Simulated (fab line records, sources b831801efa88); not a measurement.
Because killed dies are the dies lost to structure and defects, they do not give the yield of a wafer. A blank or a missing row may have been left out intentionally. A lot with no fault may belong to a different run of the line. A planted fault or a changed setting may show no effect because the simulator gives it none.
Matching of chambers | flow gf180mcu | pecvd-02 running GF_CONTACT_CVD_02: 3 sister chambers
The step deposits SiO2 from TEOS, target thk 860 nm, time 95.992 s. 3 wafers are shown with their chamber, then 8 later ones without.

WAFERS, EACH WITH ITS CHAMBER
wafer  | chamber | heater power w (W)
L438.4 | 2       | 642
L438.6 | 0       | 772
L440.1 | 1       | 551

WAFERS WITHOUT THEIR CHAMBER
wafer  | heater power w (W)
L440.3 | 652
L440.5 | 522
L441.2 | 481
L441.3 | 599
L441.5 | 619
L445.2 | 723
L445.3 | 516
L445.4 | 469

EACH ONE'S CHAMBER
wafer  | from the rows above     | in truth
L440.3 | can't be placed: 2 or 1 | 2
L440.5 | can't be placed: 1 or 2 | 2
L441.2 | can't be placed: 1 or 2 | 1
L441.3 | can't be placed: 2 or 1 | 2
L441.5 | can't be placed: 2 or 1 | 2
L445.2 | can't be placed: 0 or 2 | 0
L445.3 | can't be placed: 1 or 2 | 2
L445.4 | can't be placed: 1 or 2 | 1
Correctly placed: 0 of 8. Unplaceable from these rows: 8, with the true chamber sitting among the candidates in 8. Number placed wrongly: 0.
How it was worked out, from the rows above alone: a wafer's distance from a chamber is the root of the sum, over the readings, of the square of ((its reading less the chamber's mean) divided by the reading's scatter). The wafer belongs to the nearest chamber; if the next one is less than 2 further off, it can't be placed. Each chamber's mean is taken over the wafers shown for it. The scatter (one wafer shown for each chamber): square how far every hidden wafer sits from the nearest shown wafer, average those squares and take the square root.
